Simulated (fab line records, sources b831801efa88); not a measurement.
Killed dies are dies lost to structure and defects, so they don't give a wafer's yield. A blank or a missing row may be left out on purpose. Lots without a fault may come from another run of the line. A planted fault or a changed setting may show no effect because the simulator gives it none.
Which tool did it? | flow sky130 | 11 lots, 33 wafers sampled, at 1 step of a route of 708

WHAT THE GAUGES READ, wafer by wafer
SKY_POLY_GATE_CD_MEAS_22.
lot  | measured     | on        | cd_nm (nm)
L075 | day 16 05:52 | cd_sem-02 | 149.4 147.7 148.7
L077 | day 17 21:44 | cd_sem-01 | 152.7 148.8 151.6
L080 | day 18 18:56 | cd_sem-01 | 151.6 156.2 150.3
L081 | day 19 03:07 | cd_sem-02 | 147.5 154.3 155.1
L083 | day 19 21:15 | cd_sem-02 | 148.8 151.8 147.3
L085 | day 20 10:53 | cd_sem-02 | 148.6 146.6 148.0
L087 | day 21 08:38 | cd_sem-01 | 152.4 148.7 149.3
L089 | day 21 16:50 | cd_sem-02 | 148.3 145.8 148.8
L091 | day 22 11:57 | cd_sem-02 | 146.4 146.6 147.0
L096 | day 24 14:33 | cd_sem-02 | 148.8 150.5 149.3
L094 | day 24 17:22 | cd_sem-02 | 144.8 149.6 150.5

WHICH TOOL RAN EACH LOT (tool, then ch and the chambers of the sampled wafers, then the start)
The record holds no process step before these readings.

THE ANSWER, worked out from the rows above alone
Rule: what is usual is taken from the lots themselves. Put in order of their means at a reading, lots are off if they are a third of the lots or fewer, leave a main group of 4 or more, and stand apart from it by a gap of 3 or more times the standard deviation of the main group's means; of several such gaps the widest counts. A main group whose means are all the same, to the digits that the tables above print for the reading, isn't used. A lot without any number at a reading at which 4 lots or more have one is off too. The other lots that the step has rows for count as sound.
No lot is off at any reading shown: from this, nothing can be told.

WHAT THE SIMULATOR HAD PUT IN
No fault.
